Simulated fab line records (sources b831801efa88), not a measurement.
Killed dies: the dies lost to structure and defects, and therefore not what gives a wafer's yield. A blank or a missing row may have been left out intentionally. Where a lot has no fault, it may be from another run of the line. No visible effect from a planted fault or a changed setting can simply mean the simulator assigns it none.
Which tool is to blame?	flow sky130	30 wafers from 10 lots sampled at 2 of the route's 708 steps

WHAT THE GAUGES READ, wafer by wafer
SKY_LOCAL_INTERCONNECT_RS_MEAS_01: a four-point-probe measurement.
lot	measured	on	LOCAL_INTERCONNECT_TIN_RS (ohm/sq)
L608	day 29 03:52	film metro-01	13.69 13.75 13.61
L609	day 29 14:34	film metro-02	14.18 14.16 14.47
L614	day 31 09:30	film metro-01	13.91 13.98 13.99
L619	day 33 07:08	film metro-04	14.43 14.29 14.38
L621	day 34 01:28	film metro-04	13.75 13.64 13.66
L623	day 34 13:15	film metro-01	12.05 12.13 12.12 12.08 12.12 12.09
L624	day 34 18:44	film metro-04	12.03 12.00 12.06 12.02 12.01 12.09
L627	day 35 20:18	film metro-02	14.36 14.08 14.25
L628	day 36 01:01	film metro-02	13.95 14.06 14.25
L629	day 36 11:24	film metro-02	13.99 14.24 14.03

EACH LOT AND THE TOOL THAT RAN IT (in order: tool; ch and the chambers of the sampled wafers; start)
lot	SKY_LOCAL_INTERCONNECT_SPUTTER_00
L608	pvd sputter-04, day 29 03:47
L609	pvd sputter-01, day 29 14:28
L614	pvd sputter-04, day 31 09:26
L619	pvd sputter-04, day 33 07:03
L621	pvd sputter-03, day 34 01:24
L623	pvd sputter-04, day 34 13:11
L624	pvd sputter-04, day 34 18:41
L627	pvd sputter-01, day 35 20:14
L628	pvd sputter-03, day 36 00:55
L629	pvd sputter-03, day 36 11:18
- SKY_LOCAL_INTERCONNECT_SPUTTER_00: material TiN, target thk 100 nm, time 83.3 s.

THE ANSWER, worked out from the rows above alone
Rule: the lots themselves supply what counts as usual. The widest of any qualifying gaps counts: lots, ordered by their means at a reading, are off when they make up no more than a third of the lots, leave a main group of 4 or more, and stand apart from it by 3 or more times the standard deviation of that group's means. If all means in a main group match to the digits the tables above print for the reading, that group is not used. Also off: a lot with no number at a reading for which 4 or more lots have one. Any other lot the step has rows for is counted as sound.
Off: L623, L624, at SKY_LOCAL_INTERCONNECT_RS_MEAS_01 (LOCAL_INTERCONNECT_TIN_RS). For the main group the mean is 14.05 ohm/sq and the standard deviation 0.24.
If a tool, at a process step before that reading, ran all the lots that are off and no sound lot after the first of them, it fits. Gauges at SKY_LOCAL_INTERCONNECT_RS_MEAS_01: tried the same way as those tools. One fits: pvd sputter-04 at SKY_LOCAL_INTERCONNECT_SPUTTER_00. A fault onset in the window from L619 (day 33 07:03, its last sound lot) to L623 (day 34 13:11, its first lot off) fits.

WHAT THE SIMULATOR HAD INSERTED
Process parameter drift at SKY_LOCAL_INTERCONNECT_SPUTTER_00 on pvd sputter-04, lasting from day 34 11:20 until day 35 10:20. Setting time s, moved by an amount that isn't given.
Struck lots among those shown: L623, L624. The same result came from the rule above.
